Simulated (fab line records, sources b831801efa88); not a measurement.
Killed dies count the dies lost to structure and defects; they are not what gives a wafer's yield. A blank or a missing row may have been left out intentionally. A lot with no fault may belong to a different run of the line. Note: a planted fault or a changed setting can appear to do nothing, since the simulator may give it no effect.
2 desks, one fault -- flow sky130 -- only its own numbers are on each desk; what lay behind them is given at the end

## FROM THE METROLOGY DESK
What the gauges read, lot by lot, whatever tool the lot ran on: means of the sampled wafers that have a number. A lot is out of limits, marked OUT, if its mean lies more than 4 standard deviations from the usual mean; the brackets give that distance.
Columns: A = NWELL_2_TW at SKY_NWELL_TW_MEAS_26, usual 494.8; B = cd-nm at SKY_SONOS_TUNNEL_CD_MEAS_07, usual 410.0 nm; C = SONOS_ONO_OXIDATION_THK at SKY_SONOS_ONO_THK_MEAS_01, usual 2.60 nm; D = GATE_OXIDE_OVL at SKY_GATE_OXIDE_OVL_MEAS_10, usual 0.6 nm
lot,first seen here,A,B,C,D
L777,day 5 10:43,495.7,409.0,2.58,2.8
L778,day 5 17:52,493.3,407.7,2.62,2.4
L779,day 6 08:11,493.7,410.2,1.67 (-17) OUT,-0.9
L780,day 6 08:24,491.2,409.6,1.68 (-17) OUT,1.7
L781,day 6 08:32,494.6,412.8,1.64 (-17) OUT,1.3
L782,day 6 23:23,495.9,409.0,2.62,-0.3
L784,day 7 02:46,493.0,411.8,2.52,0.5
L794,day 9 17:55,493.8,406.7,2.68,1.2
L795,day 9 21:52,498.3,409.0,2.66,2.0
L796,day 10 07:07,494.6,413.5,2.61,1.1
L798,day 10 15:11,500.5,411.8,2.60,0.2
L799,day 10 21:50,492.8,407.6,2.62,1.2
Per this desk, out of limits: L779, L780, L781; the first was L779, day 12 21:05 (SONOS_ONO_OXIDATION_THK at SKY_SONOS_ONO_THK_MEAS_01). Within limits: L777, L778, L782, L784, L794, L795, L796, L798, L799.

## AT THE TOOL OWNER'S DESK: furnace-01
The tool's own readings at SKY_SONOS_ONO_OXIDATION_00 (stabilise 600 s, purge 300 s, target thk 2.6 nm): means of the sampled wafers that have a number, for each lot that ran on this tool. A lot is out of limits, marked OUT, if its mean lies more than 4 standard deviations from the usual mean; the brackets give that distance.
Columns: A = spike-tc-bottom-C at SKY_SONOS_ONO_OXIDATION_00, usual 819.9 C; B = spike-tc-centre-C at SKY_SONOS_ONO_OXIDATION_00, usual 800.2 C; C = spike-tc-lower-C at SKY_SONOS_ONO_OXIDATION_00, usual 801.0 C; D = spike-tc-top-C at SKY_SONOS_ONO_OXIDATION_00, usual 813 C; E = spike-tc-upper-C at SKY_SONOS_ONO_OXIDATION_00, usual 799.6 C; F = tube-center-temp-C at SKY_SONOS_ONO_OXIDATION_00, usual 800 C; G = tube_center_temp_C_max at SKY_SONOS_ONO_OXIDATION_00, usual 802.0
lot,first seen here,A,B,C,D,E,F,G
L777,day 11 15:03,818.2,798.6,799.6,818,799.4,800,801.9
L778,day 12 00:10,817.6,798.6,799.7,817,799.2,800,801.9
L779,day 12 19:44,787.8 (-14) OUT,769.4 (-24) OUT,770.4 (-19) OUT,789 (-6.1) OUT,769.2 (-25) OUT,770 (-99 or more) OUT,772.3 (-90) OUT
L780,day 12 19:44,788.6 (-14) OUT,769.3 (-24) OUT,770.1 (-19) OUT,789 (-6.0) OUT,770.0 (-25) OUT,770 (-99 or more) OUT,772.5 (-89) OUT
L781,day 12 22:15,788.0 (-14) OUT,770.0 (-23) OUT,770.5 (-19) OUT,787 (-6.4) OUT,769.5 (-25) OUT,770 (-99 or more) OUT,773.1 (-88) OUT
L795,day 17 09:14,817.0,799.0,798.9,817,798.1,800,801.7
L798,day 18 06:38,817.4,800.1,799.1,817,799.9,800,802.1
L799,day 18 18:25,818.0,799.4,799.8,817,797.6,800,801.7
This desk's verdict: out of limits on L779, L780, L781, starting with L779 at day 12 19:44 (spike-tc-bottom-C at SKY_SONOS_ONO_OXIDATION_00). Within limits: L777, L778, L795, L798, L799.

## ALL TOGETHER
An alarm could have come from the tool owner's desk at day 12 19:44, on L779, L780, L781.
On L779, L780, L781, the metrology desk was in a position to raise an alarm at day 12 21:05.
SKY_SONOS_ONO_OXIDATION_00 was run on furnace-01 by each of the lots named.

## WHAT HAD BEEN PUT IN BY THE SIMULATOR
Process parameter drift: furnace-01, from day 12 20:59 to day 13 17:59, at SKY_SONOS_ONO_OXIDATION_00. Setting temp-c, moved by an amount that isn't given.
Shown lots that were struck: L779, L780, L781.
